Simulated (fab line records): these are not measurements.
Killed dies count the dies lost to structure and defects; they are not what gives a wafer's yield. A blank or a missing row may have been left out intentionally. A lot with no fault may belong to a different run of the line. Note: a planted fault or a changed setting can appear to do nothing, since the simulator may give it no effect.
fab line records ; flow sfq_line
record: lots: 7; wafers: 21; last_day: 90
route steps=325 shown R5@212
lots that met no fault: from a run of the same line without faults
start_h: start of the lot's first displayed wafer, in hours after the record's first day ; wait_h: hours elapsed since this lot's preceding step ; " unchanged from the row above ; L1.1+2: several wafers, shown together as one row ; - value missing, or start not given ; * or withheld: withheld ; < > ~ a bound
route shown NAME@n: NAME is a module with steps in the file, n the number in the route of the first one ; usual: average and standard deviation across the fault-free wafers ; same: alike in all rows ; chamber/n: place in a boat ; sites: each site's reading ; _std_site: their standard deviation ; _edge_site: mean of outer sites minus mean of inner sites ; radius_mm: for every site, how far away it sits from the centre of the wafer ; mask NAME#n: copy n ; behind: tool/chamber where the wafer was last shaped ; hold: reason for holding the lot/hours on hold/outcome of the hold ; device: whichever transistor did not switch (one of n, p or np) ; end of line: tests run on the same wafers once the route is complete ; a step given without rows: its recipe and nothing more ; killed: count of dies lost to structure and defects at first sort (not the wafer's yield) ; map: a wafer's dies, marking killed ones x, the rest . and places with no die _
set.NAME: the setting that was run; set.NAME@STEP: the one run at that earlier step ; model.NAME: the simulator's own value behind a step, which no gauge read
lots seen at some steps along the route; tables by step, rows by wafer
services: a tool's chamber out of use, with start hour (start_h, from the record's first day; less than 0 if before it), hours out, and reason
== steps ==
step: SFQ_TRILAYER_R5_DEP_SPUTTER_132
recipe: material: Ti; base_pressure_pa: 1.33e-06; target_thk_nm: 5; power_w: 2000; time_s: 5; chamber_pressure_pa: 0.4
usual: throttle_valve_pct: 30.1/1.1
lot.wafer;tool;chamber;start_h;wait_h;throttle_valve_pct
L862.4;pvd_sputter-03;-;1347.31;0.4;28.8
L862.5;pvd_sputter-03;-;1347.31;0.4;28.7
L862.6;pvd_sputter-03;-;1347.31;0.4;31.0
L865.1;pvd_sputter-03;-;1355.83;1.0;31.1
L865.3;pvd_sputter-03;-;1355.83;1.0;29.6
L865.6;pvd_sputter-03;-;1355.83;1.0;29.8
L872.3;pvd_sputter-03;-;1379.83;0.6;29.6
L872.4;pvd_sputter-03;-;1379.83;0.6;28.9
L872.6;pvd_sputter-03;-;1379.83;0.6;28.7
L873.1;pvd_sputter-04;-;1381.53;1.0;31.3
L873.5;pvd_sputter-04;-;1381.53;1.0;30.8
L873.6;pvd_sputter-04;-;1381.53;1.0;31.2
L874.1;pvd_sputter-05;-;1390.05;1.0;29.7
L874.3;pvd_sputter-05;-;1390.05;1.0;30.2
L874.4;pvd_sputter-05;-;1390.05;1.0;31.4
L875.2;pvd_sputter-04;-;1395.61;0.8;31.0
L875.3;pvd_sputter-04;-;1395.61;0.8;31.2
L875.6;pvd_sputter-04;-;1395.61;0.8;31.2
L882.1;pvd_sputter-05;-;1437.49;1.0;31.4
L882.3;pvd_sputter-05;-;1437.49;1.0;30.3
L882.6;pvd_sputter-05;-;1437.49;1.0;30.0
step: SFQ_TRILAYER_R5_DEP_SPUTTER_133
recipe: material: MoNx; base_pressure_pa: 1.33e-06; target_thk_nm: 40; power_w: 1000; time_s: 66.7; chamber_pressure_pa: 0.4
usual: throttle_valve_pct: 30.1/1.1
lot.wafer;tool;chamber;start_h;wait_h;throttle_valve_pct
L862.4;pvd_sputter-03;-;1347.33;0.0;28.6
L862.5;pvd_sputter-03;-;1347.33;0.0;29.0
L862.6;pvd_sputter-03;-;1347.33;0.0;31.1
L865.1;pvd_sputter-03;-;1355.85;0.0;31.0
L865.3;pvd_sputter-03;-;1355.85;0.0;29.7
L865.6;pvd_sputter-03;-;1355.85;0.0;29.7
L872.3;pvd_sputter-03;-;1379.85;0.0;29.6
L872.4;pvd_sputter-03;-;1379.85;0.0;28.8
L872.6;pvd_sputter-03;-;1379.85;0.0;28.8
L873.1;pvd_sputter-04;-;1381.55;0.0;31.2
L873.5;pvd_sputter-04;-;1381.55;0.0;31.1
L873.6;pvd_sputter-04;-;1381.55;0.0;31.4
L874.1;pvd_sputter-05;-;1390.07;0.0;30.0
L874.3;pvd_sputter-05;-;1390.07;0.0;30.5
L874.4;pvd_sputter-05;-;1390.07;0.0;31.5
L875.2;pvd_sputter-04;-;1395.63;0.0;31.3
L875.3;pvd_sputter-04;-;1395.63;0.0;31.2
L875.6;pvd_sputter-04;-;1395.63;0.0;31.5
L882.1;pvd_sputter-05;-;1437.51;0.0;31.1
L882.3;pvd_sputter-05;-;1437.51;0.0;30.4
L882.6;pvd_sputter-05;-;1437.51;0.0;30.1
step: SFQ_TRILAYER_R5_DEP_SPUTTER_134
recipe: material: Ti; base_pressure_pa: 1.33e-06; target_thk_nm: 5; power_w: 2000; time_s: 5; chamber_pressure_pa: 0.4
usual: throttle_valve_pct: 30.1/1
lot.wafer;tool;chamber;start_h;wait_h;throttle_valve_pct
L862.4;pvd_sputter-03;-;1347.38;0.0;28.9
L862.5;pvd_sputter-03;-;1347.38;0.0;28.8
L862.6;pvd_sputter-03;-;1347.38;0.0;31.0
L865.1;pvd_sputter-03;-;1355.91;0.0;31.1
L865.3;pvd_sputter-03;-;1355.91;0.0;29.6
L865.6;pvd_sputter-03;-;1355.91;0.0;29.5
L872.3;pvd_sputter-03;-;1379.91;0.0;29.7
L872.4;pvd_sputter-03;-;1379.91;0.0;28.9
L872.6;pvd_sputter-03;-;1379.91;0.0;28.7
L873.1;pvd_sputter-04;-;1381.60;0.0;31.0
L873.5;pvd_sputter-04;-;1381.60;0.0;30.7
L873.6;pvd_sputter-04;-;1381.60;0.0;31.2
L874.1;pvd_sputter-05;-;1390.12;0.0;30.3
L874.3;pvd_sputter-05;-;1390.12;0.0;30.3
L874.4;pvd_sputter-05;-;1390.12;0.0;31.4
L875.2;pvd_sputter-04;-;1395.69;0.0;31.3
L875.3;pvd_sputter-04;-;1395.69;0.0;31.1
L875.6;pvd_sputter-04;-;1395.69;0.0;31.2
L882.1;pvd_sputter-05;-;1437.57;0.0;31.2
L882.3;pvd_sputter-05;-;1437.57;0.0;30.7
L882.6;pvd_sputter-05;-;1437.57;0.0;29.8
step: SFQ_R5_RS_MEAS_933
recipe: thk_meas_gauge: four-point-probe; reads: Ti_of_TRILAYER_R5_DEP_SPUTTER_134+MoNx_of_TRILAYER_R5_DEP_SPUTTER_133+Ti_of_TRILAYER_R5_DEP_SPUTTER_132
usual: R5_MONX_RS: 7.01/0.067
lot.wafer;tool;chamber;start_h;wait_h;R5_MONX_RS[ohm/sq]
L862.4;film_metro-02;-;1347.46;0.1;6.95
L862.5;film_metro-02;-;1347.46;0.1;6.91
L862.6;film_metro-02;-;1347.46;0.1;6.88
L865.1;film_metro-03;-;1355.93;0.0;6.91
L865.3;film_metro-03;-;1355.93;0.0;6.99
L865.6;film_metro-03;-;1355.93;0.0;7.01
L872.3;film_metro-02;-;1379.97;0.0;7.02
L872.4;film_metro-02;-;1379.97;0.0;7.10
L872.6;film_metro-02;-;1379.97;0.0;7.09
L873.1;film_metro-03;-;1381.62;0.0;7.02
L873.5;film_metro-03;-;1381.62;0.0;7.03
L873.6;film_metro-03;-;1381.62;0.0;7.14
L874.1;film_metro-02;-;1390.14;0.0;6.90
L874.3;film_metro-02;-;1390.14;0.0;6.94
L874.4;film_metro-02;-;1390.14;0.0;6.94
L875.2;film_metro-02;-;1395.73;0.0;7.03
L875.3;film_metro-02;-;1395.73;0.0;7.09
L875.6;film_metro-02;-;1395.73;0.0;7.10
L882.1;film_metro-03;-;1437.59;0.0;7.07
L882.3;film_metro-03;-;1437.59;0.0;7.10
L882.6;film_metro-03;-;1437.59;0.0;7.16
step: SFQ_R5_THK_MEAS_934
recipe: thk_meas_gauge: xrf; reads: MoNx_of_TRILAYER_R5_DEP_SPUTTER_133
usual: R5_MONX_THK: 40.4/0.39
lot.wafer;tool;chamber;start_h;wait_h;R5_MONX_THK[nm]
L862.4;film_metro-02;-;1347.55;0.1;40.8
L862.5;film_metro-02;-;1347.55;0.1;40.9
L862.6;film_metro-02;-;1347.55;0.1;41.2
L865.1;film_metro-03;-;1356.05;0.1;40.9
L865.3;film_metro-03;-;1356.05;0.1;40.6
L865.6;film_metro-03;-;1356.05;0.1;40.3
L872.3;film_metro-02;-;1380.07;0.1;40.5
L872.4;film_metro-02;-;1380.07;0.1;40.0
L872.6;film_metro-02;-;1380.07;0.1;40.2
L873.1;film_metro-03;-;1381.74;0.1;40.4
L873.5;film_metro-03;-;1381.74;0.1;40.3
L873.6;film_metro-03;-;1381.74;0.1;39.8
L874.1;film_metro-02;-;1390.26;0.1;41.1
L874.3;film_metro-02;-;1390.26;0.1;40.7
L874.4;film_metro-02;-;1390.26;0.1;41.0
L875.2;film_metro-02;-;1395.84;0.1;40.5
L875.3;film_metro-02;-;1395.84;0.1;40.1
L875.6;film_metro-02;-;1395.84;0.1;40.0
L882.1;film_metro-03;-;1437.71;0.1;40.0
L882.3;film_metro-03;-;1437.71;0.1;40.1
L882.6;film_metro-03;-;1437.71;0.1;40.0
step: SFQ_TRILAYER_R5_LITHO_COAT_141
recipe: resist: BARC; spin_rpm: 3000; resist_thk_nm: 62
step: SFQ_TRILAYER_R5_LITHO_COAT_136
recipe: resist: KrF; spin_rpm: 3000; resist_thk_nm: 600
step: SFQ_TRILAYER_R5_LITHO_SOFTBAKE_140
recipe: temp_c: withheld; time_s: withheld; resist: KrF
step: SFQ_TRILAYER_R5_LITHO_EXPOSE_137
recipe: mask_id: R5; na: 0.6; source_shape: conventional; sigma_outer: 0.65; target_cd_nm: 500; dose_mj: 14.4
step: SFQ_TRILAYER_R5_LITHO_PEB_139
recipe: peb_temp_c: 115; peb_time_s: 60; resist: KrF
step: SFQ_TRILAYER_R5_LITHO_DEVELOP_138
recipe: time_s: 60; resist: KrF
step: SFQ_R5_OVL_MEAS_935
usual: R5_OVL: 0/5.9
lot.wafer;tool;chamber;start_h;wait_h;R5_OVL[nm]
L862.4;overlay-02;-;1463.36;0.1;4
L862.5;overlay-02;-;1463.36;0.1;2
L862.6;overlay-02;-;1463.36;0.1;-1
L865.1;overlay-01;-;1469.34;0.1;4
L865.3;overlay-01;-;1469.34;0.1;4
L865.6;overlay-01;-;1469.34;0.1;2
L872.3;overlay-01;-;1497.08;0.1;1
L872.4;overlay-01;-;1497.08;0.1;-6
L872.6;overlay-01;-;1497.08;0.1;0
L873.1;overlay-01;-;1499.46;0.1;12
L873.5;overlay-01;-;1499.46;0.1;2
L873.6;overlay-01;-;1499.46;0.1;8
L874.1;overlay-02;-;1506.66;0.1;2
L874.3;overlay-02;-;1506.66;0.1;-3
L874.4;overlay-02;-;1506.66;0.1;5
L875.2;overlay-02;-;1510.27;0.1;-10
L875.3;overlay-02;-;1510.27;0.1;-7
L875.6;overlay-02;-;1510.27;0.1;-4
L882.1;overlay-01;-;1535.98;0.1;4
L882.3;overlay-01;-;1535.98;0.1;-1
L882.6;overlay-01;-;1535.98;0.1;-2
step: SFQ_TRILAYER_R5_BARC_OPEN_METAL_ETCH_177
recipe: mask_material: PR; chemistry: O2; target_depth_nm: 125; target: BARC; icp_w: 600; bias_w: 80; pressure_mtorr: 10; time_s: 41.7
usual: drypump_motor_current_A: 5.4/0.36; oes_product_au: 0.685/0.0048; rf_fwd_power_W: 592.6/2.1; run_length_s: 70.37/0.29
lot.wafer;tool;chamber;start_h;wait_h;drypump_motor_current_A;oes_product_au;rf_fwd_power_W;rf_hours_counter_h;run_length_s;model.KrF_of_TRILAYER_R5_LITHO_COAT_136.thk_nm
L862.4;rie_metal-04;0;1463.39;0.0;5.7;0.683;597.2;-;69.83;524.1
L862.5;rie_metal-04;0;1463.39;0.0;5.7;0.688;596.0;-;69.73;524.2
L862.6;rie_metal-04;1;1463.39;0.0;5.9;0.682;590.1;-;69.88;524.7
L865.1;rie_metal-02;1;1469.37;0.0;5.8;0.683;592.5;135;70.66;524.6
L865.3;rie_metal-02;1;1469.37;0.0;5.7;0.685;591.6;-;70.40;527.1
L865.6;rie_metal-02;0;1469.37;0.0;5.1;0.688;593.7;-;70.30;527
L872.3;rie_metal-02;0;1497.12;0.0;5.0;0.657;589.9;-;75.02;517.7
L872.4;rie_metal-02;1;1497.12;0.0;5.7;0.655;593.7;-;74.45;519.2
L872.6;rie_metal-02;0;1497.12;0.0;5.0;0.655;591.1;-;74.80;516.5
L873.1;rie_metal-02;0;1499.50;0.0;5.0;0.688;592.9;20;70.31;527.3
L873.5;rie_metal-02;1;1499.50;0.0;5.7;0.695;590.8;-;70.54;524
L873.6;rie_metal-02;0;1499.50;0.0;5.0;0.655;590.3;-;74.82;518.3
L874.1;rie_metal-02;0;1506.70;0.0;5.0;0.683;591.9;22;70.43;523.5
L874.3;rie_metal-02;1;1506.70;0.0;5.7;0.652;593.6;-;74.74;519.3
L874.4;rie_metal-02;0;1506.70;0.0;5.0;0.654;591.7;-;74.59;519.1
L875.2;rie_metal-04;1;1510.30;0.0;5.9;0.691;593.5;37;69.94;522.8
L875.3;rie_metal-04;0;1510.30;0.0;5.7;0.691;595.6;-;69.98;524.6
L875.6;rie_metal-04;1;1510.30;0.0;5.9;0.678;595.2;-;70.22;524.2
L882.1;rie_metal-03;1;1536.02;0.0;5.3;0.682;594.5;0;70.38;522
L882.3;rie_metal-03;1;1536.02;0.0;5.3;0.697;594.0;-;70.20;524.4
L882.6;rie_metal-03;1;1536.02;0.0;5.3;0.691;595.0;-;70.11;524.1
step: SFQ_TRILAYER_R5_ETCH_METAL_ETCH_139
recipe: stop_on: SiO2; mask_material: PR; chemistry: Cl2; target_depth_nm: 60; icp_w: 600; bias_w: 80; pressure_mtorr: 10; time_s: 40
usual: drypump_motor_current_A: 5.4/0.36; oes_product_au: 0.991/0.0056; rf_fwd_power_W: 592.8/2.4; run_length_s: 68.6/0.32
lot.wafer;tool;chamber;start_h;wait_h;drypump_motor_current_A;oes_product_au;rf_fwd_power_W;rf_hours_counter_h;run_length_s;model.KrF_of_TRILAYER_R5_LITHO_COAT_136.thk_nm
L862.4;rie_metal-04;0;1463.45;0.0;5.7;0.996;593.8;-;68.7;499.5
L862.5;rie_metal-04;0;1463.45;0.0;5.7;1.001;595.1;-;68.1;499.7
L862.6;rie_metal-04;1;1463.45;0.0;5.9;0.998;592.5;-;68.5;500.3
L865.1;rie_metal-02;1;1469.43;0.0;5.7;0.976;592.5;135;68.6;501.1
L865.3;rie_metal-02;1;1469.43;0.0;5.7;0.988;592.6;-;68.6;503.4
L865.6;rie_metal-02;0;1469.43;0.0;5.0;0.983;592.0;-;68.7;503.3
L872.3;rie_metal-02;0;1497.18;0.0;5.0;0.991;591.9;-;68.7;493.3
L872.4;rie_metal-02;1;1497.18;0.0;5.7;0.989;592.0;-;68.6;495.1
L872.6;rie_metal-02;0;1497.18;0.0;5.1;0.989;589.9;-;68.6;492.3
L873.1;rie_metal-02;0;1499.56;0.0;5.0;0.988;587.5;20;68.8;503.3
L873.5;rie_metal-02;1;1499.56;0.0;5.7;0.990;596.3;-;69.0;499.9
L873.6;rie_metal-02;0;1499.56;0.0;5.0;0.991;590.0;-;68.8;494.4
L874.1;rie_metal-02;0;1506.76;0.0;5.0;0.986;591.1;22;68.7;499.5
L874.3;rie_metal-02;1;1506.76;0.0;5.7;0.989;591.2;-;68.7;495.7
L874.4;rie_metal-02;0;1506.76;0.0;5.0;0.994;591.9;-;68.6;495.1
L875.2;rie_metal-04;1;1510.36;0.0;5.9;1.002;593.1;37;68.1;498.6
L875.3;rie_metal-04;0;1510.36;0.0;5.7;0.994;591.5;-;68.2;500.1
L875.6;rie_metal-04;1;1510.36;0.0;5.9;0.993;591.5;-;68.4;500
L882.1;rie_metal-03;1;1536.08;0.0;5.2;0.983;594.5;0;68.2;498.2
L882.3;rie_metal-03;1;1536.08;0.0;5.2;0.991;592.3;-;68.9;500.8
L882.6;rie_metal-03;1;1536.08;0.0;5.3;0.987;592.6;-;68.4;500.3
step: SFQ_TRILAYER_R5_STRIP_STRIP_140
recipe: gas: O2; power_w: 200; platen_temp_c: 40; overash_fraction: 0.65; chemistry: O2; pressure_mtorr: 50
usual: drypump_motor_current_A: 5.4/0.36; oes_product_au: 1.001/0.0098
lot.wafer;tool;chamber;start_h;wait_h;drypump_motor_current_A;oes_product_au;rf_hours_counter_h
L862.4;rie_metal-04;0;1463.69;0.2;5.7;1.004;-
L862.5;rie_metal-04;0;1463.69;0.2;5.7;1.014;-
L862.6;rie_metal-04;1;1463.69;0.2;5.9;1.012;-
L865.1;rie_metal-02;1;1469.49;0.0;5.7;0.990;135
L865.3;rie_metal-02;1;1469.49;0.0;5.7;0.985;-
L865.6;rie_metal-02;0;1469.49;0.0;5.0;0.990;-
L872.3;rie_metal-02;0;1497.42;0.2;5.0;0.991;-
L872.4;rie_metal-02;1;1497.42;0.2;5.7;0.997;-
L872.6;rie_metal-02;0;1497.42;0.2;5.0;0.989;-
L873.1;rie_metal-02;0;1499.62;0.0;5.0;1.002;20
L873.5;rie_metal-02;1;1499.62;0.0;5.7;0.999;-
L873.6;rie_metal-02;0;1499.62;0.0;5.0;0.998;-
L874.1;rie_metal-02;0;1506.82;0.0;5.0;0.992;22
L874.3;rie_metal-02;1;1506.82;0.0;5.7;0.996;-
L874.4;rie_metal-02;0;1506.82;0.0;5.0;1.006;-
L875.2;rie_metal-04;1;1510.42;0.0;5.9;1.010;37
L875.3;rie_metal-04;0;1510.42;0.0;5.7;1.023;-
L875.6;rie_metal-04;1;1510.42;0.0;5.9;1.018;-
L882.1;rie_metal-03;1;1536.14;0.0;5.2;0.984;1
L882.3;rie_metal-03;1;1536.14;0.0;5.2;0.982;-
L882.6;rie_metal-03;1;1536.14;0.0;5.2;0.986;-
== services ==
tool;chamber;start_h;hours;kind
rie_metal-02;0;1342.06;-;clean
rie_metal-02;0;1342.06;-;consumable_replace:focus_ring
rie_metal-02;0;1342.06;22.5;scheduled_down
rie_metal-02;0;1342.06;22.5;vent_cycle
pvd_sputter-04;-;1361.43;6.2;repair
rie_metal-04;-;1379.08;0.6;repair
rie_metal-03;1;1384.04;4.1;repair
rie_metal-04;-;1392.37;6.5;repair
rie_metal-02;-;1403.08;1.4;pm
pvd_sputter-04;2;1439.35;-;consumable_replace:kit
pvd_sputter-04;2;1439.35;18.0;scheduled_down
pvd_sputter-04;-;1445.46;5.4;repair
pvd_sputter-05;-;1476.77;1.1;repair
rie_metal-03;1;1491.93;16.0;repair
rie_metal-02;1;1509.88;-;clean
rie_metal-02;1;1509.88;-;consumable_replace:focus_ring
rie_metal-02;1;1509.88;21.7;scheduled_down
rie_metal-02;1;1509.88;21.7;vent_cycle
pvd_sputter-05;-;1510.30;0.6;repair
rie_metal-04;0;1516.64;23.1;repair
rie_metal-03;-;1522.78;2.8;pm
pvd_sputter-03;3;1523.04;-;consumable_replace:kit
pvd_sputter-03;3;1523.04;18.0;scheduled_down
pvd_sputter-03;3;1523.04;18.0;vent_cycle
== key ==
first_sign: step: SFQ_TRILAYER_R5_BARC_OPEN_METAL_ETCH_177; reading: run_length_s; direction: up; sigmas: 15; usual: *; struck: *
effect: step: SFQ_TRILAYER_R5_BARC_OPEN_METAL_ETCH_177; reading: oes_product_au; direction: down; sigmas: 6.4; usual: 0.685; struck: 0.655
model_effect: step: SFQ_TRILAYER_R5_BARC_OPEN_METAL_ETCH_177; value: KrF_of_TRILAYER_R5_LITHO_COAT_136.thk_nm; without: 523.4; struck: 518.3
model_effect: step: SFQ_TRILAYER_R5_ETCH_METAL_ETCH_139; value: KrF_of_TRILAYER_R5_LITHO_COAT_136.thk_nm; without: 499.4; struck: 494.3
met_at SFQ_TRILAYER_R5_BARC_OPEN_METAL_ETCH_177
struck_wafers L872.3,L872.4,L872.6,L873.6,L874.3,L874.4
onset_between 1469.37 1497.12
fault: kind: process_parameter_drift; tool: rie_metal-02; chamber: -; onset_h: 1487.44; steps: SFQ_TRILAYER_R5_BARC_OPEN_METAL_ETCH_177; channel: time_s; offset: *; shape: step; end_h: 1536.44; scope: struck_wafers_only; acts_in: *; stated: *
